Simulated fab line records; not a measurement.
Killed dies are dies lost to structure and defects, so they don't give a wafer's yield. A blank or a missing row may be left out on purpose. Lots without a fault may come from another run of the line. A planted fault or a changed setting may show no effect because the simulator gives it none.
Matching of chambers + flow sky130 + SKY_CAP2M_CVD_00 on pecvd-01 has 3 sister chambers
The step deposits SiO2, target thk 15.5 nm. 3 wafers are shown with their chamber, then 7 later ones without.

== WAFERS, EACH WITH ITS CHAMBER ==
| wafer  | chamber | heater_power_w (W) |
|--------|---------|--------------------|
| L086.4 | 2       | 578                |
| L091.2 | 0       | 727                |
| L091.3 | 1       | 725                |

== WAFERS WITHOUT THEIR CHAMBER ==
| wafer  | heater_power_w (W) |
|--------|--------------------|
| L091.6 | 721                |
| L092.3 | 590                |
| L092.5 | 580                |
| L092.6 | 790                |
| L094.1 | 645                |
| L094.3 | 587                |
| L094.5 | 652                |

== CHAMBER TAKEN BY EACH ==
| wafer  | from the rows above          | in truth |
|--------|------------------------------|----------|
| L091.6 | can't be placed: 1 or 0      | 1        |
| L092.3 | 2                            | 2        |
| L092.5 | 2                            | 2        |
| L092.6 | can't be placed: 0 or 1      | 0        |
| L094.1 | can't be placed: 2 or 1 or 0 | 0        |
| L094.3 | 2                            | 2        |
| L094.5 | can't be placed: 1 or 2 or 0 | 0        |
Correct placement for 3 of the 7. Can't be placed from these rows: 4 (the true chamber is among the candidates in 4). 0 placed wrongly.
How it was worked out, from the rows above alone: a wafer's distance from a chamber is the root of the sum, over the readings, of the square of ((its reading less the chamber's mean) divided by the reading's scatter). If the next closest chamber is less than 2 further off than the closest, the wafer can't be placed; otherwise it belongs to the closest. A chamber's mean is the mean of its shown wafers. The scatter: with one shown wafer a chamber, the root of the mean of the squares of how far each hidden wafer lies from its nearest shown one.
